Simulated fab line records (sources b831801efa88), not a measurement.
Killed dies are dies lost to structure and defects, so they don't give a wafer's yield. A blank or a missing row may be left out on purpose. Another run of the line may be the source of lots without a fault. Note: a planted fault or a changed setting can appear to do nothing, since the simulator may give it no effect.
Problem report, 8D (eight disciplines) form, completed by code / flow sfq_line / the parts of the form that need people (team, actions taken, sign-off) are left out

== 1. THE PROBLEM ==
At SFQ_TRILAYER_M5_LITHO_COAT_123, spin_speed_rpm averages 2638.0 rpm over 6 wafers from 2 lots, while fault-free wafers read 2999.9 rpm, standard deviation 2.1. That is -99 or more standard deviations from the usual mean.
The step: resist thk 600 nm.
Seen first at day 57 19:38 on litho_track-01, wafer L693.2. Wafers with a number at this step in the record: 18, from 6 lots. By rule, "out" or "out of limits" means more than 4 standard deviations away from the usual mean. The other wafers with a number count as sound.

== 2. WHAT IT IS, WHAT IT ISN'T ==
question=which readings at this step | is=spin_speed_rpm | is not=-
question=which lots | is=L693, L694 | is not=L685, L686, L695, L699
question=which wafers of those lots | is=all that have a number | is not=-
question=read on which tools | is=litho_track-01 | is not=litho_track-02
question=when | is=from day 57 19:38 | is not=up to then (6 sound wafers); but 6 sound wafers of L695, L699 came after

== 3. THE SUSPECTS, EACH WITH WHAT RULES IT OUT ==
Counting: any tool at a process step up to the reading is kept as a suspect provided that every lot that is out went through it and no sound lot did after the first of them.
- rie_metal-02 at SFQ_TRILAYER_JJ_CE_BARC_OPEN_RIE_150 (chemistry O2, target BARC, target depth 240 nm, time 80 s): kept. It ran every lot that is out, first L693 (day 57 17:49), and no sound lot after that.
- rie_metal-02 at SFQ_TRILAYER_JJ_CE_ETCH_RIE_118 (chemistry SF6, target Nb, stops on Al2O3, time 97.7 s, target depth 170 nm): kept. It ran every lot that is out, first L693 (day 57 17:54), and no sound lot after that.
- rie_metal-02 at SFQ_TRILAYER_JJ_CE_STRIP_STRIP_120 (strips in O2): ruled out as a lasting fault. After its first lot that is out, L693 (day 57 18:31), sound lots L695, L699 ran on it.
- litho_track-01 at SFQ_TRILAYER_M5_LITHO_COAT_123 (resist thk 600 nm): ruled out as a lasting fault. After its first lot that is out, L693 (day 57 19:38), sound lots L695 ran on it.
Left after counting: rie_metal-02 at SFQ_TRILAYER_JJ_CE_BARC_OPEN_RIE_150, rie_metal-02 at SFQ_TRILAYER_JJ_CE_ETCH_RIE_118.

== 4. THE CAUSE (what the simulator had put in) ==
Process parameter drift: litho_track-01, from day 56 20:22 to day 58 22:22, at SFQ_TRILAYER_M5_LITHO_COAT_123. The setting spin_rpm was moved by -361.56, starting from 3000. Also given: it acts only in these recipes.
Counting ruled it out, wrongly.

== 5. THE EFFECT CHAIN, in route order ==
Rows list readings where the struck wafers' mean (over those with a number) sits beyond 3 standard deviations from the usual. Scope: only readings with a usual standard deviation given in the record; hours: median across lots of the time from each lot's start at the first step in this table that gives one to its start at this step; sigmas: change in usual standard deviations.
hours=0; step=SFQ_TRILAYER_M5_LITHO_COAT_123; reading=spin_speed_rpm; usual=2999.9 rpm; on struck wafers=2638.0; change=-361.9; sigmas=-99 or more
Process steps it contains:
- SFQ_TRILAYER_M5_LITHO_COAT_123: resist thk 600 nm.
Later measuring or inspecting steps at which every struck wafer that the step has a row for has a number for every such reading, and none has moved that far: SFQ_M5_OVL_MEAS_932.

== 6. HOW IT WOULD HAVE BEEN CAUGHT EARLIER ==
The fault began at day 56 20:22; the first out-of-limits reading in this record came at day 57 19:38, 23 hours later.
